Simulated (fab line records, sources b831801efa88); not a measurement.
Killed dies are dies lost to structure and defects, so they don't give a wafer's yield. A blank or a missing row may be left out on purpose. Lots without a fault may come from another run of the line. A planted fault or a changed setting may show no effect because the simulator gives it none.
Chamber matching | flow gf180mcu | GF_V2_CMP_26 on cmp-01: 4 sister chambers
The step polishes, stops on SiO2, t overpolish 15 s, target thk 0 nm. 8 wafers are shown with their chamber, then 7 later ones without.

WAFERS WITH THEIR CHAMBER
wafer  | chamber | motor_current_A (A) | time_to_endpoint_s (s)
L959.2 | 3       | 10.1                | 86.1
L961.1 | 1       | 10.5                | 85.9
L961.5 | 1       | 10.7                | 86.0
L962.3 | 0       | 10.1                | 84.4
L962.4 | 2       | 11.0                | 76.5
L962.6 | 0       | 10.0                | 77.7
L973.1 | 2       | 11.4                | 83.8
L973.3 | 3       | 10.3                | 88.9

WAFERS WITHOUT THEIR CHAMBER
wafer  | motor_current_A (A) | time_to_endpoint_s (s)
L973.6 | 11.0                | 84.7
L979.1 | 10.2                | 85.3
L979.3 | 10.9                | 82.5
L979.6 | 9.7                 | 81.0
L980.1 | 10.4                | 82.9
L980.2 | 9.9                 | 86.4
L980.6 | 10.5                | 83.6

WHICH CHAMBER EACH WENT THROUGH
wafer  | from the rows above          | in truth
L973.6 | can't be placed: 2 or 1      | 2
L979.1 | can't be placed: 3 or 0 or 1 | 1
L979.3 | can't be placed: 2 or 1      | 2
L979.6 | can't be placed: 0 or 3      | 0
L980.1 | can't be placed: 1 or 3 or 0 | 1
L980.2 | can't be placed: 0 or 3      | 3
L980.6 | can't be placed: 1 or 3 or 0 | 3
Placed correctly: 0 of 7. Can't be placed from these rows: 7 (the true chamber is among the candidates in 7). Placed wrongly: 0.
How it was worked out, from the rows above alone: a wafer's distance from a chamber is the root of the sum, over the readings, of the square of ((its reading less the chamber's mean) divided by the reading's scatter). The wafer belongs to the nearest chamber; if the next one is less than 2 further off, it can't be placed. A chamber's mean is the mean of its shown wafers. The scatter: the root of (the sum of the squares of (reading less its chamber's mean) over the shown wafers, divided by (wafers less chambers)).
